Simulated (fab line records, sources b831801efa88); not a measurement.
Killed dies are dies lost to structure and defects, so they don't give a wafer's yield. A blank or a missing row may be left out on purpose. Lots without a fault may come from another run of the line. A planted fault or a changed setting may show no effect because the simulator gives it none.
fab line records | flow sky130 | part 1 of 2: steps 1 to 29 of 41
record lots=5 wafers=15 last_day=50
route steps=708 shown FIELD_ISO@14 NWELL@32 DNWELL@35 PWDE@45
lots that met no fault: from a run of the same line without faults
start_h: hours from the record's first day to the start of the lot's first wafer shown | wait_h: hours since the lot's step before | " the same as in the row above | L1.1+2: a row that stands for several wafers | - no value, or no start given | * or withheld: withheld | < > ~ a bound
route shown NAME@n: a module of which the file shows steps, and the number in the route of the first | usual: mean/standard deviation of fault-free wafers | same: alike in all rows | chamber/n: place in a boat | sites: the reading at each site | _std_site: their standard deviation | _edge_site: outer sites' mean less inner sites' | radius_mm: how far each site lies from the wafer's centre | mask NAME#n: copy n | behind: the tool/chamber that last shaped the wafer | hold: why the lot was held/for how many hours/how that ended | device: the transistor (n, p or np) that didn't switch | end of line: the same wafers' tests at the end of the route | a step without rows: its recipe alone | killed: dies lost to structure and defects at the first sort, not the wafer's yield | map: a wafer's dies, x killed, . not, _ none there
set.NAME: the setting as run; set.NAME@STEP: as run at that earlier step | model.NAME: the simulator's own value behind a step, which no gauge read
lots at some steps of the route; a table a step, a row a wafer
services: from which hour (start_h, from the record's first day; less than 0 if before it) a tool's chamber was out of use, for how many hours, and why
## steps
# step SKY_FIELD_ISO_CD_MEAS_13
# recipe target_cd_nm=150
# usual cd_nm=149.6/1.7
# columns lot.wafer tool chamber start_h wait_h cd_nm
L079.2 cd_sem-02 - 55.39 - 148.1
L079.4 " - " " 148.7
L079.5 " - " " 148.2
L083.1 cd_sem-01 - 75.77 - 150.3
L083.2 " - " " 151.7
L083.3 " - " " 151.8
L084.3 cd_sem-02 - 81.89 - 152.0
L084.4 " - " " 152.5
L084.6 " - " " 151.8
L092.1 cd_sem-01 - 123.01 - 149.6
L092.2 " - " " 149.7
L092.4 " - " " 149.6
L097.2 cd_sem-01 - 147.72 - 150.2
L097.4 " - " " 150.4
L097.6 " - " " 149.8
# step SKY_FIELD_ISO_ETCH_14
# recipe chemistry=N2/H2 target=BARC ion_energy_ev=200 source_w=500 bias_w=100 pressure_mtorr=30 n2_flow_sccm=100 h2_flow_sccm=200 stop_on=SiO2 time_s=45.9 target_depth_a=600
# usual drypump_motor_current_A=5.7/0.52 oes_product_au=0.855/0.0049 throttle_valve_pct=13.224/0.0087
# columns lot.wafer tool chamber start_h wait_h drypump_motor_current_A oes_product_au rf_hours_counter_h throttle_valve_pct
L079.2 rie_diel-04 0 55.49 0.1 4.9 0.854 147 13.217
L079.4 " 0 " " 4.8 0.859 - 13.223
L079.5 " 3 " " 6.6 0.863 - 13.216
L083.1 rie_diel-01 1 75.89 0.1 5.9 0.857 147 13.227
L083.2 " 3 " " 5.7 0.853 110 13.222
L083.3 " 2 " " 5.2 0.852 169 13.228
L084.3 rie_diel-04 2 81.97 0.1 5.6 0.850 4 13.234
L084.4 " 1 " " 5.7 0.850 128 13.229
L084.6 " 3 " " 6.7 0.857 - 13.228
L092.1 rie_diel-01 0 123.13 0.1 5.4 0.850 112 13.231
L092.2 " 3 " " 5.7 0.853 111 13.214
L092.4 " 2 " " 5.1 0.851 0 13.222
L097.2 rie_diel-04 2 147.82 0.1 5.6 0.849 5 13.225
L097.4 " 3 " " 6.7 0.852 - 13.228
L097.6 " 2 " " 5.6 0.852 - 13.208
# step SKY_FIELD_ISO_ETCH_15
# recipe chemistry=CHF3/O2 target_depth_nm=180 stop_on=Si source_w=600 bias_w=200 pressure_mtorr=40 chf3_flow_sccm=50 O2_flow_sccm=5 time_s=72
# usual drypump_motor_current_A=5.7/0.53 oes_product_au=0.943/0.0062 throttle_valve_pct=8.843/0.0095
# columns lot.wafer tool chamber start_h wait_h drypump_motor_current_A oes_product_au rf_hours_counter_h throttle_valve_pct
L079.2 rie_diel-04 0 55.54 0.0 4.9 0.938 147 8.832
L079.4 " 0 " " 4.9 0.934 - 8.841
L079.5 " 3 " " 6.7 0.935 - 8.840
L083.1 rie_diel-01 1 75.94 0.0 6.0 0.939 147 8.832
L083.2 " 3 " " 5.6 0.944 111 8.840
L083.3 " 2 " " 5.2 0.932 169 8.845
L084.3 rie_diel-04 2 82.01 0.0 5.6 0.940 4 8.857
L084.4 " 1 " " 5.7 0.948 128 8.834
L084.6 " 3 " " 6.6 0.935 - 8.841
L092.1 rie_diel-01 0 123.17 0.0 5.4 0.950 112 8.847
L092.2 " 3 " " 5.6 0.952 111 8.844
L092.4 " 2 " " 5.1 0.941 0 8.838
L097.2 rie_diel-04 2 147.86 0.0 5.6 0.948 5 8.843
L097.4 " 3 " " 6.7 0.939 - 8.869
L097.6 " 2 " " 5.6 0.947 - 8.833
# step SKY_FIELD_ISO_STRIP_16
# recipe chemistry=O2/N2 power_w=1400 pressure_mtorr=1500 platen_temp_c=withheld o2_flow_sccm=3000 n2_flow_sccm=300 overash_fraction=0.5
# usual drypump_motor_current_A=5.4/0.41 oes_product_au=0.377/0.0044 strip_time_to_endpoint_s=3.53/0.04
# columns lot.wafer tool chamber start_h wait_h drypump_motor_current_A oes_product_au rf_hours_counter_h strip_time_to_endpoint_s
L079.2 plasma_asher-02 0 55.59 0.0 5.7 0.376 37 3.46
L079.4 " 0 " " 5.7 0.370 - 3.47
L079.5 " 0 " " 5.7 0.374 - 3.51
L083.1 plasma_asher-02 0 75.99 0.0 5.7 0.377 38 3.53
L083.2 " 1 " " 4.7 0.379 38 3.51
L083.3 " 0 " " 5.7 0.386 - 3.56
L084.3 plasma_asher-02 0 82.10 0.1 5.7 0.378 - 3.51
L084.4 " 1 " " 4.7 0.384 - 3.58
L084.6 " 0 " " 5.7 0.377 - 3.57
L092.1 plasma_asher-01 0 123.23 0.0 5.4 0.370 0 3.58
L092.2 " 1 " " 5.3 0.372 0 3.49
L092.4 " 1 " " 5.3 0.379 - 3.54
L097.2 plasma_asher-04 0 147.92 0.0 5.8 0.380 48 3.48
L097.4 " 0 " " 5.9 0.379 - 3.51
L097.6 " 1 " " 5.8 0.374 - 3.50
# step SKY_FIELD_ISO_ETCH_17
# recipe target_depth_a=3420 mask_material=Si3N4 chemistry=HBr/Cl2/O2 target=Si taper_deg=5 icp_w=600 bias_w=150 pressure_mtorr=15 HBr_flow_sccm=150 Cl2_flow_sccm=40 O2_flow_sccm=6 time_s=97.7
# usual drypump_motor_current_A=5.8/0.41 oes_product_au=0.998/0.0077 throttle_valve_pct=25.658/0.01
# columns lot.wafer tool chamber start_h wait_h drypump_motor_current_A oes_product_au rf_hours_counter_h throttle_valve_pct
L079.2 rie_si-01 2 55.69 0.1 5.6 0.998 126 25.659
L079.4 " 3 " " 5.5 1.000 2 25.629
L079.5 " 2 " " 5.6 1.006 - 25.657
L083.1 rie_si-01 2 76.09 0.1 5.6 0.996 126 25.664
L083.2 " 0 " " 6.5 0.987 26 25.649
L083.3 " 3 " " 5.5 1.001 2 25.651
L084.3 rie_si-02 3 82.17 0.0 5.5 0.993 29 25.666
L084.4 " 0 " " 5.8 0.994 100 25.673
L084.6 " 3 " " 5.5 0.997 - 25.650
L092.1 rie_si-01 1 123.33 0.1 5.6 1.001 0 25.650
L092.2 " 3 " " 5.5 0.996 2 25.635
L092.4 " 2 " " 5.6 0.989 127 25.668
L097.2 rie_si-01 2 148.02 0.1 5.6 0.995 127 25.648
L097.4 " 1 " " 5.7 0.994 1 25.653
L097.6 " 2 " " 5.6 0.995 - 25.647
# step SKY_FIELD_ISO_WET_ETCH_18
# recipe chemistry=H3PO4 target_depth_nm=25 temp_c=160 target=Si3N4 time_s=286
# columns lot.wafer tool chamber start_h wait_h
L079.2+4+5 wet_bench-02 3 55.76 0.0
L083.1+2+3 wet_bench-01 1 76.16 0.0
L084.3+4+6 wet_bench-02 1 82.24 0.0
L092.1+2+4 wet_bench-03 0 123.40 0.0
L097.2+4+6 wet_bench-03 2 148.09 0.0
# step SKY_FIELD_ISO_CLEAN_19
# recipe chemistry=SC1/SC2 mix=1:4:20 temp_c=70 time_s=150
# columns lot.wafer tool chamber start_h wait_h
L079.2+4+5 wet_bench-03 1 55.86 0.0
L083.1+2+3 wet_bench-02 1 76.25 0.0
L084.3+4+6 wet_bench-03 2 82.33 0.0
L092.1+2+4 wet_bench-02 2 123.49 0.0
L097.2+4+6 wet_bench-01 1 148.18 0.0
# step SKY_FIELD_ISO_CLEAN_20
# recipe chemistry=dHF time_s=20 dilution=100:1
# columns lot.wafer tool chamber start_h wait_h
L079.2+4+5 wet_bench-01 3 55.91 0.0
L083.1+2+3 wet_bench-01 1 76.30 0.0
L084.3+4+6 wet_bench-02 2 82.38 0.0
L092.1+2+4 wet_bench-03 2 123.54 0.0
L097.2+4+6 wet_bench-03 3 148.23 0.0
# step SKY_FIELD_ISO_WET_ETCH_21
# recipe chemistry=dHF dilution=100:1 target_depth_nm=20 dry=ipa_marangoni target=SiO2 temp_c=25 time_s=400
# columns lot.wafer tool chamber start_h wait_h
L079.2+4+5 wet_bench-02 3 55.92 0.0
L083.1+2+3 wet_bench-03 0 76.31 0.0
L084.3+4+6 wet_bench-03 0 82.40 0.0
L092.1+2+4 wet_bench-02 0 123.55 0.0
L097.2+4+6 wet_bench-02 2 148.24 0.0
# step SKY_FIELD_ISO_OXIDATION_22
# recipe temp_c=950 ambient=O2 stabilise_s=600 purge_s=300 target_thk_a=100 ox_time_s=623
# usual spike_tc_top_C=960.0/1.3 tube_center_temp_C=950.02/0.081
# columns lot.wafer tool chamber start_h wait_h spike_tc_top_C tube_center_temp_C
L079.2 furnace-02 0 57.47 1.4 961.2 949.99
L079.4 " 0 " " 961.1 950.02
L079.5 " 0 " " 962.0 949.96
L083.1 furnace-01 0 81.64 5.2 960.0 949.88
L083.2 " 0 " " 958.6 950
L083.3 " 0 " " 958.2 949.98
L084.3 furnace-01 0 88.21 5.7 960.5 949.98
L084.4 " 0 " " 959.2 949.86
L084.6 " 0 " " 958.3 949.99
L092.1 furnace-01 0 123.67 0.0 961.4 950
L092.2 " 0 " " 960.6 949.96
L092.4 " 0 " " 958.7 949.99
L097.2 furnace-01 0 149.41 1.0 958.2 949.95
L097.4 " 0 " " 957.5 949.98
L097.6 " 0 " " 958.0 949.86
# step SKY_FIELD_ISO_THK_MEAS_23
# recipe reads=SiO2_of_FIELD_ISO_OXIDATION_22
# usual FIELD_ISO_OXIDATION_01_THK=9.88/0.19
# columns lot.wafer tool chamber start_h wait_h FIELD_ISO_OXIDATION_01_THK[nm]
L079.2 film_metro-02 - 58.65 0.0 9.92
L079.4 " - " " 10.03
L079.5 " - " " 9.98
L083.1 film_metro-02 - 82.81 0.0 10.04
L083.2 " - " " 9.98
L083.3 " - " " 9.97
L084.3 film_metro-01 - 89.41 0.0 9.87
L084.4 " - " " 9.97
L084.6 " - " " 9.89
L092.1 film_metro-01 - 124.84 0.0 9.44
L092.2 " - " " 9.65
L092.4 " - " " 9.45
L097.2 film_metro-02 - 150.59 0.0 9.93
L097.4 " - " " 9.80
L097.6 " - " " 9.91
# step SKY_FIELD_ISO_CVD_24
# recipe material=SiO2 target_thk_nm=595 temp_c=650 sigma_open_frac=0.3 time_s=99.2 sih4_flow_sccm=60 pressure_mtorr=6
# columns lot.wafer tool chamber start_h wait_h
L079.2+4+5 hdpcvd-01 2,2,1 58.70 0.0
L083.1+2+3 hdpcvd-02 0,2,2 82.87 0.1
L084.3+4+6 hdpcvd-02 0,2,2 89.48 0.1
L092.1+2+4 hdpcvd-02 0,1,1 124.90 0.1
L097.2+4+6 hdpcvd-02 1,0,1 150.64 0.0
# step SKY_FIELD_ISO_THK_MEAS_25
# recipe reads=SiO2_of_FIELD_ISO_CVD_24
# usual FIELD_ISO_CVD_24_THK=592/5.1
# columns lot.wafer tool chamber start_h wait_h FIELD_ISO_CVD_24_THK[nm]
L079.2 film_metro-04 - 58.78 0.0 597
L079.4 " - " " 594
L079.5 " - " " 593
L083.1 film_metro-01 - 82.98 0.1 598
L083.2 " - " " 588
L083.3 " - " " 600
L084.3 film_metro-01 - 89.58 0.1 592
L084.4 " - " " 595
L084.6 " - " " 591
L092.1 film_metro-04 - 124.97 0.0 586
L092.2 " - " " 579
L092.4 " - " " 585
L097.2 film_metro-04 - 150.72 0.0 579
L097.4 " - " " 584
L097.6 " - " " 588
# step SKY_FIELD_ISO_ANNEAL_26
# recipe temp_c=1000 time_s=1800 ambient=N2
# usual spike_tc_top_C=1009.8/1.3 tube_center_temp_C=1000/0.084
# columns lot.wafer tool chamber start_h wait_h spike_tc_top_C tube_center_temp_C
L079.2 furnace-01 0 58.83 0.0 1008.5 1000
L079.4 " 0 " " 1007.3 1000
L079.5 " 0 " " 1008.7 1000.1
L083.1 furnace-01 0 89.39 6.4 1009.7 1000
L083.2 " 0 " " 1011.0 999.95
L083.3 " 0 " " 1009.0 1000.1
L084.3 furnace-02 0 96.00 6.4 1009.8 1000.1
L084.4 " 0 " " 1011.3 999.96
L084.6 " 0 " " 1010.1 1000.1
L092.1 furnace-01 0 125.03 0.1 1008.6 1000.1
L092.2 " 0 " " 1008.6 1000.1
L092.4 " 0 " " 1010.6 1000
L097.2 furnace-02 0 153.03 2.3 1010.8 1000.1
L097.4 " 0 " " 1011.4 1000.1
L097.6 " 0 " " 1012.8 1000.1
# step SKY_FIELD_ISO_CMP_27
# recipe stop_on=Si3N4 t_overpolish_s=16 down_force_psi=4 platen_rpm=60 target_thk_nm=457.8 pad_velocity_m_s=0.94248
# usual head_pressure_psi=4.001/0.0089 motor_current_A=11.7/0.84 overpolish_run_s=16.000/0.0083 platen_rpm=60.00/0.041 slurry_flow_ml_min=150.0/0.45 time_to_endpoint_s=112/4.3
# columns lot.wafer tool chamber start_h wait_h head_pressure_psi motor_current_A overpolish_run_s platen_rpm slurry_flow_ml_min time_to_endpoint_s
L079.2 cmp-01 3 60.33 0.0 4.011 12.5 15.994 59.95 150.6 118
L079.4 " 1 " " 3.994 11.5 15.992 60.00 150.4 120
L079.5 " 3 " " 4.020 12.5 15.997 59.90 150.1 115
L083.2 cmp-02 3 90.89 0.0 3.998 10.5 16.000 60.01 150.1 112
L083.1 " 1 " " 4.004 11.4 16.014 59.94 149.3 109
L083.3 " 2 " " 3.993 12.5 16.011 59.99 149.4 108
L084.4 cmp-02 0 97.55 0.1 3.996 11.7 15.996 60.02 150.0 105
L084.3 " 2 " " 4.003 11.4 15.991 59.97 150.3 103
L084.6 " 0 " " 4.005 11.8 16.011 59.99 149.8 110
L092.4 cmp-01 0 126.53 0.0 4.007 10.2 16.010 59.98 149.9 109
L092.1 " 2 " " 4.011 13.6 16.009 59.99 150.3 113
L092.2 " 3 " " 4.002 11.7 15.997 59.96 150.7 111
L097.2 cmp-02 3 154.53 0.0 4.001 11.0 15.980 59.93 150.8 113
L097.4 " 1 " " 4.005 11.4 16.012 59.99 149.8 106
L097.6 " 0 " " 3.996 11.0 15.999 59.98 149.9 109
# step SKY_FIELD_ISO_WET_ETCH_28
# recipe chemistry=dHF target_depth_nm=23.7 target=SiO2 dilution=10:1 temp_c=25 time_s=47
# columns lot.wafer tool chamber start_h wait_h
L079.2+4+5 wet_bench-02 1 60.63 0.2
L083.1+2+3 wet_bench-02 3 91.19 0.1
L084.3+4+6 wet_bench-02 1 97.80 0.1
L092.1+2+4 wet_bench-03 2 126.83 0.1
L097.2+4+6 wet_bench-03 1 154.83 0.2
# step SKY_FIELD_ISO_WET_ETCH_29
# recipe chemistry=H3PO4 target_depth_nm=160 target=Si3N4 temp_c=160 time_s=1825
# columns lot.wafer tool chamber start_h wait_h
L079.2+4+5 wet_bench-03 0 60.66 0.0
L083.1+2+3 wet_bench-03 0 91.21 0.0
L084.3+4+6 wet_bench-01 3 97.83 0.0
L092.1+2+4 wet_bench-02 2 126.86 0.0
L097.2+4+6 wet_bench-02 2 154.85 0.0
# step SKY_FIELD_ISO_WET_ETCH_30
# recipe chemistry=dHF target_depth_nm=25 target=SiO2 dilution=10:1 temp_c=25 time_s=50
# columns lot.wafer tool chamber start_h wait_h
L079.2+4+5 wet_bench-01 3 61.17 0.0
L083.1+2+3 wet_bench-02 1 91.77 0.0
L084.3+4+6 wet_bench-01 1 98.34 0.0
L092.1+2+4 wet_bench-03 0 127.37 0.0
L097.2+4+6 wet_bench-03 1 155.36 0.0
# step SKY_NWELL_CLEAN_00
# recipe chemistry=SC1/SC2 mix=1:4:20 temp_c=70 time_s=150 dry=n2_spin
# columns lot.wafer tool chamber start_h wait_h
L079.2+4+5 wet_bench-02 3 61.20 0.0
L083.1+2+3 wet_bench-02 1 91.80 0.0
L084.3+4+6 wet_bench-01 0 98.36 0.0
L092.1+2+4 wet_bench-02 0 127.39 0.0
L097.2+4+6 wet_bench-01 0 155.38 0.0
# step SKY_NWELL_OXIDATION_01
# recipe temp_c=900 ambient=O2 stabilise_s=600 purge_s=300 target_thk_a=100 ox_time_s=1418
# usual spike_tc_top_C=910.9/1.3 tube_center_temp_C=899.99/0.081
# columns lot.wafer tool chamber start_h wait_h spike_tc_top_C tube_center_temp_C
L079.2 furnace-02 0 61.88 0.6 911.6 900.11
L079.4 " 0 " " 911.1 899.83
L079.5 " 0 " " 913.1 900.06
L083.1 furnace-02 0 100.02 8.2 912.8 899.93
L083.2 " 0 " " 910.9 899.98
L083.3 " 0 " " 912.5 899.92
L084.3 furnace-02 0 100.02 1.6 912.8 900.07
L084.4 " 0 " " 910.8 899.83
L084.6 " 0 " " 912.4 899.98
L092.1 furnace-01 0 128.03 0.6 909.2 900.03
L092.2 " 0 " " 910.8 899.91
L092.4 " 0 " " 910.2 900.03
L097.2 furnace-02 0 156.60 1.2 911.7 900
L097.4 " 0 " " 911.1 900.05
L097.6 " 0 " " 911.6 899.93
# step SKY_NWELL_THK_MEAS_02
# recipe reads=SiO2_of_NWELL_OXIDATION_01
# usual NWELL_OXIDATION_THK=9.97/0.2
# columns lot.wafer tool chamber start_h wait_h NWELL_OXIDATION_THK[nm]
L079.2 film_metro-02 - 63.28 0.0 10.31
L079.4 " - " " 10.29
L079.5 " - " " 10.21
L083.1 film_metro-03 - 101.42 0.0 10.25
L083.2 " - " " 10.44
L083.3 " - " " 10.44
L084.3 film_metro-01 - 101.44 0.0 10.21
L084.4 " - " " 10.09
L084.6 " - " " 10.06
L092.1 film_metro-03 - 129.43 0.0 9.77
L092.2 " - " " 9.94
L092.4 " - " " 9.87
L097.2 film_metro-02 - 158.00 0.0 10.32
L097.4 " - " " 10.18
L097.6 " - " " 10.41
# step SKY_DNWELL_DEHYDRATE_00
# recipe temp_c=200 time_s=60
# columns lot.wafer tool chamber start_h wait_h
L079.2+4+5 litho_track-04 0 70.43 7.1
L083.1+2+3 litho_track-02 0 109.12 7.7
L084.3+4+6 litho_track-01 0 109.56 8.1
L092.1+2+4 litho_track-01 0 137.91 8.5
L097.2+4+6 litho_track-02 0 167.35 9.3
# step SKY_DNWELL_HMDS_01
# recipe prime_time_s=60 prime_temp_c=120
# columns lot.wafer tool chamber start_h wait_h
L079.2+4+5 litho_track-04 0 70.58 0.1
L083.1+2+3 litho_track-02 0 109.27 0.1
L084.3+4+6 litho_track-01 0 109.71 0.1
L092.1+2+4 litho_track-01 0 138.06 0.1
L097.2+4+6 litho_track-02 0 167.50 0.1
# step SKY_DNWELL_COAT_02
# recipe spin_rpm=2000 resist_thk_nm=3000
# usual spin_speed_rpm=2000.2/1.2
# columns lot.wafer tool chamber start_h wait_h spin_speed_rpm
L079.2 litho_track-04 0 70.73 0.1 2000.7
L079.4 " 0 " " 2001.4
L079.5 " 0 " " 2001.2
L083.1 litho_track-02 0 109.42 0.1 2001.7
L083.2 " 0 " " 2001.3
L083.3 " 0 " " 2001.9
L084.3 litho_track-01 0 109.86 0.1 2000.1
L084.4 " 0 " " 2000.2
L084.6 " 0 " " 2000.3
L092.1 litho_track-01 0 138.21 0.1 2005.1
L092.2 " 0 " " 2002.7
L092.4 " 0 " " 1999.7
L097.2 litho_track-02 0 167.65 0.1 2001.5
L097.4 " 0 " " 1998.9
L097.6 " 0 " " 2001.3
# step SKY_DNWELL_SOFTBAKE_03
# recipe temp_c=110 time_s=withheld
# columns lot.wafer tool chamber start_h wait_h
L079.2+4+5 litho_track-04 0 70.89 0.1
L083.1+2+3 litho_track-02 0 109.57 0.1
L084.3+4+6 litho_track-01 0 110.02 0.1
L092.1+2+4 litho_track-01 0 138.36 0.1
L097.2+4+6 litho_track-02 0 167.81 0.1
# step SKY_DNWELL_EXPOSE_04
# recipe mask_id=DNM na=0.57 target_cd_nm=3000 dose_mj=222
# columns lot.wafer tool chamber start_h wait_h mask
L079.2+4+5 iline_stepper-01 0 - - DNM#0
L083.1+2+3 iline_stepper-01 0 - - DNM#0
L084.3+4+6 iline_stepper-02 0 - - DNM#0
L092.1+2+4 iline_stepper-01 0 - - DNM#0
L097.2+4+6 iline_stepper-01 0 - - DNM#0
# step SKY_DNWELL_PEB_05
# recipe temp_c=115 time_s=withheld
# columns lot.wafer tool chamber start_h wait_h
L079.2+4+5 litho_track-02 0 - -
L083.1+2+3 litho_track-02 0 - -
L084.3+4+6 litho_track-04 0 - -
L092.1+2+4 litho_track-01 0 - -
L097.2+4+6 litho_track-01 0 - -
# step SKY_DNWELL_DEVELOP_06
# recipe wall_angle_deg=90 developer=TMAH develop_time_s=60 dev_temp_c=23
# columns lot.wafer tool chamber start_h wait_h
L079.2+4+5 litho_track-02 0 - -
L083.1+2+3 litho_track-02 0 - -
L084.3+4+6 litho_track-04 0 - -
L092.1+2+4 litho_track-01 0 - -
L097.2+4+6 litho_track-01 0 - -
# step SKY_DNWELL_IMPLANT_07
# recipe species=P energy_kev=withheld dose_cm2=withheld tilt_deg=withheld
# columns lot.wafer tool chamber start_h wait_h
L079.2+4+5 implanter-03 0 79.00 -
L083.1+2+3 implanter-01 0 118.12 -
L084.3+4+6 implanter-03 0 118.61 -
L092.1+2+4 implanter-03 0 148.36 -
L097.2+4+6 implanter-03 0 177.68 -
